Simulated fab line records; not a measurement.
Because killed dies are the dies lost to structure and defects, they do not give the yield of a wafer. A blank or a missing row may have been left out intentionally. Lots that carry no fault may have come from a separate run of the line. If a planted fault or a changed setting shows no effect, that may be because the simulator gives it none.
The tool behind it: which one? :: flow gf180mcu :: 39 wafers from 13 lots sampled at 4 of the route's 602 steps

## WHAT EACH GAUGE READ, for each wafer
GF_V5_THK_MEAS_03.
lot: L735
measured: day 26 06:33
on: film-metro-01
V5_CVD_02_THK (nm): 1439 1448 1452

lot: L737
measured: day 26 19:38
on: film-metro-03
V5_CVD_02_THK (nm): 1428 1425 1423

lot: L738
measured: day 27 09:51
on: film-metro-03
V5_CVD_02_THK (nm): 1445 1452 1466

lot: L740
measured: day 27 18:41
on: film-metro-03
V5_CVD_02_THK (nm): 1429 1414 1464

lot: L741
measured: day 28 08:27
on: film-metro-01
V5_CVD_02_THK (nm): 1432 1456 1450

lot: L743
measured: day 28 19:52
on: film-metro-01
V5_CVD_02_THK (nm): 1465 1429 1490

lot: L745
measured: day 29 13:04
on: film-metro-03
V5_CVD_02_THK (nm): 1445 1445 1465

lot: L746
measured: day 29 17:19
on: film-metro-03
V5_CVD_02_THK (nm): 1479 1498 1491

lot: L750
measured: day 30 23:37
on: film-metro-02
V5_CVD_02_THK (nm): 1447 1441 1455

lot: L754
measured: day 31 21:55
on: film-metro-03
V5_CVD_02_THK (nm): 1459 1471 1469

lot: L755
measured: day 32 04:18
on: film-metro-01
V5_CVD_02_THK (nm): 1435 1458 1465

lot: L757
measured: day 32 17:41
on: film-metro-01
V5_CVD_02_THK (nm): 1446 1432 1453

lot: L758
measured: day 33 00:36
on: film-metro-02
V5_CVD_02_THK (nm): 1454 1473 1475

GF_V5_OVL_MEAS_15.
lot: L735
measured: day 27 03:26
on: overlay-02
V5_OVL (nm): 5 -3 3

lot: L737
measured: day 27 15:43
on: overlay-01
V5_OVL (nm): -6 -5 -2

lot: L738
measured: day 28 06:32
on: overlay-01
V5_OVL (nm): -2 0 0

lot: L740
measured: day 28 14:38
on: overlay-01
V5_OVL (nm): 12 7 0

lot: L741
measured: day 29 04:25
on: overlay-01
V5_OVL (nm): 9 10 12

lot: L743
measured: day 29 15:24
on: overlay-01
V5_OVL (nm): -3 -5 4

lot: L745
measured: day 30 08:09
on: overlay-01
V5_OVL (nm): -1 -3 1

lot: L746
measured: day 30 12:25
on: overlay-02
V5_OVL (nm): 14 15 7

lot: L750
measured: day 31 17:37
on: overlay-02
V5_OVL (nm): 4 -1 7

lot: L754
measured: day 32 15:18
on: overlay-01
V5_OVL (nm): -1 -6 -3

lot: L755
measured: day 32 20:33
on: overlay-01
V5_OVL (nm): 4 0 1

lot: L757
measured: day 33 10:13
on: overlay-02
V5_OVL (nm): 5 11 11

lot: L758
measured: day 33 16:37
on: overlay-01
V5_OVL (nm): 9 7 7

GF_V5_RS_MEAS_24: a four-point-probe measurement.
lot: L735
measured: day 27 04:22
on: film-metro-03
V5_W_RS (ohm/sq): 0.327 0.331 0.329

lot: L737
measured: day 27 16:40
on: film-metro-02
V5_W_RS (ohm/sq): 0.321 0.326 0.330

lot: L738
measured: day 28 07:29
on: film-metro-02
V5_W_RS (ohm/sq): 0.337 0.326 0.331

lot: L740
measured: day 28 15:35
on: film-metro-03
V5_W_RS (ohm/sq): 0.334 0.330 0.330

lot: L741
measured: day 29 05:26
on: film-metro-02
V5_W_RS (ohm/sq): 0.334 0.330 0.327

lot: L743
measured: day 29 16:23
on: film-metro-02
V5_W_RS (ohm/sq): 0.326 0.329 0.325

lot: L745
measured: day 30 09:07
on: film-metro-03
V5_W_RS (ohm/sq): 0.336 0.331 0.328

lot: L746
measured: day 30 13:21
on: film-metro-01
V5_W_RS (ohm/sq): 0.320 0.327 0.323

lot: L750
measured: day 31 18:37
on: film-metro-03
V5_W_RS (ohm/sq): 0.333 0.327 0.332

lot: L754
measured: day 32 16:18
on: film-metro-03
V5_W_RS (ohm/sq): 0.324 0.327 0.320

lot: L755
measured: day 32 21:37
on: film-metro-01
V5_W_RS (ohm/sq): 0.326 0.332 0.335

lot: L757
measured: day 33 11:10
on: film-metro-03
V5_W_RS (ohm/sq): 0.333 0.332 0.332

lot: L758
measured: day 33 17:37
on: film-metro-03
V5_W_RS (ohm/sq): 0.325 0.328 0.328

## WHICH TOOL RAN EACH LOT (tool, then ch and the chambers of the sampled wafers, then the start)
lot: L735
GF_V5_ETCH_16: rie-diel-02 ch 0,2, day 27 03:28

lot: L737
GF_V5_ETCH_16: rie-diel-02 ch 0,1,2, day 27 15:45

lot: L738
GF_V5_ETCH_16: rie-diel-04 ch 1,2,3, day 28 06:35

lot: L740
GF_V5_ETCH_16: rie-diel-01 ch 0,2, day 28 14:40

lot: L741
GF_V5_ETCH_16: rie-diel-01 ch 0,3, day 29 04:27

lot: L743
GF_V5_ETCH_16: rie-diel-04 ch 0,2,3, day 29 15:26

lot: L745
GF_V5_ETCH_16: rie-diel-04 ch 0,3, day 30 08:10

lot: L746
GF_V5_ETCH_16: rie-diel-04 ch 1,2,3, day 30 12:27

lot: L750
GF_V5_ETCH_16: rie-diel-01 ch 0,1, day 31 17:38

lot: L754
GF_V5_ETCH_16: rie-diel-04 ch 0,2, day 32 15:20

lot: L755
GF_V5_ETCH_16: rie-diel-01 ch 1,2, day 32 20:35

lot: L757
GF_V5_ETCH_16: rie-diel-04 ch 2,3, day 33 10:15

lot: L758
GF_V5_ETCH_16: rie-diel-02 ch 0,1,3, day 33 16:39
- GF_V5_ETCH_16: etches BARC in N2/H2.

## WHAT THE TOOLS THEMSELVES READ (means of the sampled wafers that have a number; where no wafer has one, the mark that the record gives instead)
GF_V5_ETCH_16.
lot: L735
tool: rie-diel-02
drypump-motor-current-A (A): 6.2
oes-product-au (a.u.): 0.854
rf-fwd-power-W (W): 494.7
throttle-valve-pct (%): 13.226

lot: L737
tool: rie-diel-02
drypump-motor-current-A (A): 6.2
oes-product-au (a.u.): 0.853
rf-fwd-power-W (W): 494.9
throttle-valve-pct (%): 13.224

lot: L738
tool: rie-diel-04
drypump-motor-current-A (A): 5.7
oes-product-au (a.u.): 0.851
rf-fwd-power-W (W): 494.9
throttle-valve-pct (%): 13.225

lot: L740
tool: rie-diel-01
drypump-motor-current-A (A): 5.6
oes-product-au (a.u.): 0.858
rf-fwd-power-W (W): 495.0
throttle-valve-pct (%): 13.225

lot: L741
tool: rie-diel-01
drypump-motor-current-A (A): 6.5
oes-product-au (a.u.): 0.855
rf-fwd-power-W (W): 491.5
throttle-valve-pct (%): 13.220

lot: L743
tool: rie-diel-04
drypump-motor-current-A (A): 5.4
oes-product-au (a.u.): 0.855
rf-fwd-power-W (W): 493.4
throttle-valve-pct (%): 13.216

lot: L745
tool: rie-diel-04
drypump-motor-current-A (A): 5.0
oes-product-au (a.u.): 0.854
rf-fwd-power-W (W): 495.3
throttle-valve-pct (%): 13.231

lot: L746
tool: rie-diel-04
drypump-motor-current-A (A): 5.8
oes-product-au (a.u.): 0.853
rf-fwd-power-W (W): 495.6
throttle-valve-pct (%): 13.226

lot: L750
tool: rie-diel-01
drypump-motor-current-A (A): 5.9
oes-product-au (a.u.): 0.854
rf-fwd-power-W (W): 413.4
throttle-valve-pct (%): 13.223

lot: L754
tool: rie-diel-04
drypump-motor-current-A (A): 5.5
oes-product-au (a.u.): 0.852
rf-fwd-power-W (W): 495.0
throttle-valve-pct (%): 13.223

lot: L755
tool: rie-diel-01
drypump-motor-current-A (A): 5.3
oes-product-au (a.u.): 0.856
rf-fwd-power-W (W): 417.4
throttle-valve-pct (%): 13.227

lot: L757
tool: rie-diel-04
drypump-motor-current-A (A): 5.7
oes-product-au (a.u.): 0.856
rf-fwd-power-W (W): 493.6
throttle-valve-pct (%): 13.236

lot: L758
tool: rie-diel-02
drypump-motor-current-A (A): 5.6
oes-product-au (a.u.): 0.858
rf-fwd-power-W (W): 496.2
throttle-valve-pct (%): 13.230

## THE ANSWER, worked out from the rows above alone
Rule: the usual values come from the lots themselves. Put in order of their means at a reading, lots are off if they are a third of the lots or fewer, leave a main group of 4 or more, and stand apart from it by a gap of 3 or more times the standard deviation of the main group's means; of several such gaps the widest counts. The tables above print the reading to a certain number of digits; a main group whose means all agree to those digits is not used. A lot without any number at a reading at which 4 lots or more have one is off too. Where the step has rows for the other lots, those lots are counted as sound. Order of review: gauges by route order, followed by the tools' own readings, for which a lot's mean as printed above is used. The first step at which some lot is off is used, and at that step the reading that is off furthest; a lot without a number counts as furthest.
Off: L750, L755 (GF_V5_ETCH_16, rf-fwd-power-W). Mean 494.6 W and standard deviation 1.2 in the main group.
A tool fits if, at that step or a process step before it, it ran every lot that is off, and no sound lot after the first of them. One fits: rie-diel-01 at GF_V5_ETCH_16. A fault onset in the window from L741 (day 29 04:27, its last sound lot) to L750 (day 31 17:38, its first lot off) fits.
On the lots that are off, the tool's own readings at GF_V5_ETCH_16 differ by more than 5 times the standard deviation of the sound lots' means, which bears it out; rf-fwd-power-W reads 415.4 W there versus 494.6 W on the sound lots.

## WHAT WAS PUT IN BY THE SIMULATOR
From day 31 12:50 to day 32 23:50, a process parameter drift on rie-diel-01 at GF_V5_ETCH_16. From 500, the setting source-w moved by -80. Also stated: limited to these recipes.
Struck lots among those shown: L750, L755. Same finding as the rule above.
